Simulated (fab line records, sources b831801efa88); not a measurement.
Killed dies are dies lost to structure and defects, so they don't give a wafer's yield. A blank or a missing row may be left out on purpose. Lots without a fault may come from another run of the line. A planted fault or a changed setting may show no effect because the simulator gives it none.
Which tool did it? | flow gf180mcu | 15 lots, 41 wafers sampled, at 4 steps of a route of 602

WHAT THE GAUGES READ, wafer by wafer
GF_M5_OVL_MEAS_08.
lot  | measured     | on         | M5_OVL (nm)
L952 | day 26 15:32 | overlay-01 | 14 9 11
L953 | day 26 18:23 | overlay-01 | 5 10 5
L955 | day 27 14:15 | overlay-02 | 13 12 14
L958 | day 28 13:23 | overlay-02 | -3 5 5
L959 | day 28 22:23 | overlay-01 | 11 15 14
L960 | day 28 23:02 | overlay-01 | 0 -2 -5
L961 | day 29 12:45 | overlay-01 | -2 4 7
L962 | day 29 16:56 | overlay-02 | 2 -5 2
L963 | day 30 01:23 | overlay-02 | 8 5 -3
L964 | day 30 08:08 | overlay-02 | 5 5 -4
L965 | day 30 14:17 | overlay-02 | 10 8 -5
L969 | day 31 16:17 | overlay-02 | 16 12 4
L970 | day 31 18:56 | overlay-02 | 6
L971 | day 31 23:12 | overlay-01 | 0
L974 | day 32 19:50 | overlay-01 | 17 1 11

GF_PASSIVATION_THK_MEAS_03.
lot  | measured     | on            | PASSIVATION_CVD_02_THK (nm)
L952 | day 28 12:22 | film_metro-01 | 684 705 700
L953 | day 28 15:05 | film_metro-04 | 700 707 712
L955 | day 29 09:06 | film_metro-04 | 703 713 726
L958 | day 30 08:22 | film_metro-01 | 689 683 713
L959 | day 30 15:52 | film_metro-01 | 702 703 715
L960 | day 30 15:53 | film_metro-04 | 700 696 700
L961 | day 31 06:17 | film_metro-02 | 704 705 715
L962 | day 31 09:10 | film_metro-01 | 706 686 693
L963 | day 31 15:57 | film_metro-01 | 700 709 704
L964 | day 31 23:19 | film_metro-01 | 690 682 699
L965 | day 32 04:44 | film_metro-04 | 708 699 716
L969 | day 33 05:35 | film_metro-04 | 693 718 714
L970 | day 33 07:49 | film_metro-02 | 692
L971 | day 33 12:15 | film_metro-02 | 707
L974 | day 34 06:44 | film_metro-01 | 690 684 690

WHICH TOOL RAN EACH LOT (tool, then ch and the chambers of the sampled wafers, then the start)
lot  | GF_V4_CVD_02                    | GF_V5_SPUTTER_21
L952 | pecvd-01 ch 0,2, day 23 21:49   | pvd_sputter-03, day 27 14:36
L953 | pecvd-01 ch 0,2, day 24 02:52   | pvd_sputter-03, day 27 16:57
L955 | pecvd-01 ch 0,2, day 24 20:06   | pvd_sputter-03, day 28 12:12
L958 | pecvd-01 ch 0,1,2, day 25 21:30 | pvd_sputter-02, day 29 11:41
L959 | pecvd-01 ch 0,1,2, day 26 08:20 | pvd_sputter-03, day 29 18:59
L960 | pecvd-04 ch 0,2, day 26 09:52   | pvd_sputter-03, day 29 19:22
L961 | pecvd-01 ch 0,1, day 26 22:38   | pvd_sputter-02, day 30 10:00
L962 | pecvd-01 ch 0,1,2, day 27 03:53 | pvd_sputter-03, day 30 13:15
L963 | pecvd-04 ch 0,1,2, day 27 11:36 | pvd_sputter-02, day 30 20:48
L964 | pecvd-04 ch 0,1,2, day 27 18:53 | pvd_sputter-01, day 31 04:14
L965 | pecvd-02 ch 1,2, day 28 03:43   | pvd_sputter-03, day 31 10:11
L969 | pecvd-01 ch 1, day 29 05:44     | pvd_sputter-02, day 32 11:28
L970 | pecvd-01 ch 1, day 29 09:54     | pvd_sputter-03, day 32 14:11
L971 | pecvd-01 ch 1, day 29 15:40     | pvd_sputter-02, day 32 17:50
L974 | pecvd-04 ch 0,1,2, day 30 14:28 | pvd_sputter-03, day 33 13:30
- GF_V4_CVD_02: deposits SiO2 from TEOS, target thk 850 nm, time 94.851 s.
- GF_V5_SPUTTER_21: material Ti, target thk 15 nm, time 80.02 s.

WHAT THE TOOLS THEMSELVES READ (means of the sampled wafers that have a number; where no wafer has one, the mark that the record gives instead)
GF_V4_CVD_02.
lot  | tool     | heater_power_w (W) | susceptor_temp_C (C)
L952 | pecvd-01 | 649                | 400.24
L953 | pecvd-01 | 655                | 399.97
L955 | pecvd-01 | 617                | 400.19
L958 | pecvd-01 | 672                | 399.92
L959 | pecvd-01 | 665                | 400.14
L960 | pecvd-04 | 649                | 399.89
L961 | pecvd-01 | 612                | 399.81
L962 | pecvd-01 | 625                | 400.14
L963 | pecvd-04 | 718                | 400.06
L964 | pecvd-04 | 668                | 400.04
L965 | pecvd-02 | 636                | 399.92
L969 | pecvd-01 | 569                | 400.04
L970 | pecvd-01 | 617                | 399.95
L971 | pecvd-01 | 539                | 399.90
L974 | pecvd-04 | 652                | 400.08

GF_V5_SPUTTER_21.
lot  | tool           | throttle_valve_pct (%)
L952 | pvd_sputter-03 | 30.4
L953 | pvd_sputter-03 | 30.2
L955 | pvd_sputter-03 | 30.3
L958 | pvd_sputter-02 | 28.3
L959 | pvd_sputter-03 | 30.2
L960 | pvd_sputter-03 | 30.3
L961 | pvd_sputter-02 | 31.2
L962 | pvd_sputter-03 | 30.3
L963 | pvd_sputter-02 | 29.9
L964 | pvd_sputter-01 | 28.8
L965 | pvd_sputter-03 | 30.1
L969 | pvd_sputter-02 | 31.0
L970 | pvd_sputter-03 | 30.1
L971 | pvd_sputter-02 | 26.8
L974 | pvd_sputter-03 | 29.9

THE ANSWER, worked out from the rows above alone
Rule: what is usual is taken from the lots themselves. Put in order of their means at a reading, lots are off if they are a third of the lots or fewer, leave a main group of 4 or more, and stand apart from it by a gap of 3 or more times the standard deviation of the main group's means; of several such gaps the widest counts. A main group whose means are all the same, to the digits that the tables above print for the reading, isn't used. A lot without any number at a reading at which 4 lots or more have one is off too. The other lots that the step has rows for count as sound. The gauges are gone through in route order, then the tools' own readings, and for those a lot's mean is taken as printed above. The first step at which some lot is off is used, and at that step the reading that is off furthest; a lot without a number counts as furthest.
No lot is off at any reading shown: from this, nothing can be told.

WHAT THE SIMULATOR HAD PUT IN
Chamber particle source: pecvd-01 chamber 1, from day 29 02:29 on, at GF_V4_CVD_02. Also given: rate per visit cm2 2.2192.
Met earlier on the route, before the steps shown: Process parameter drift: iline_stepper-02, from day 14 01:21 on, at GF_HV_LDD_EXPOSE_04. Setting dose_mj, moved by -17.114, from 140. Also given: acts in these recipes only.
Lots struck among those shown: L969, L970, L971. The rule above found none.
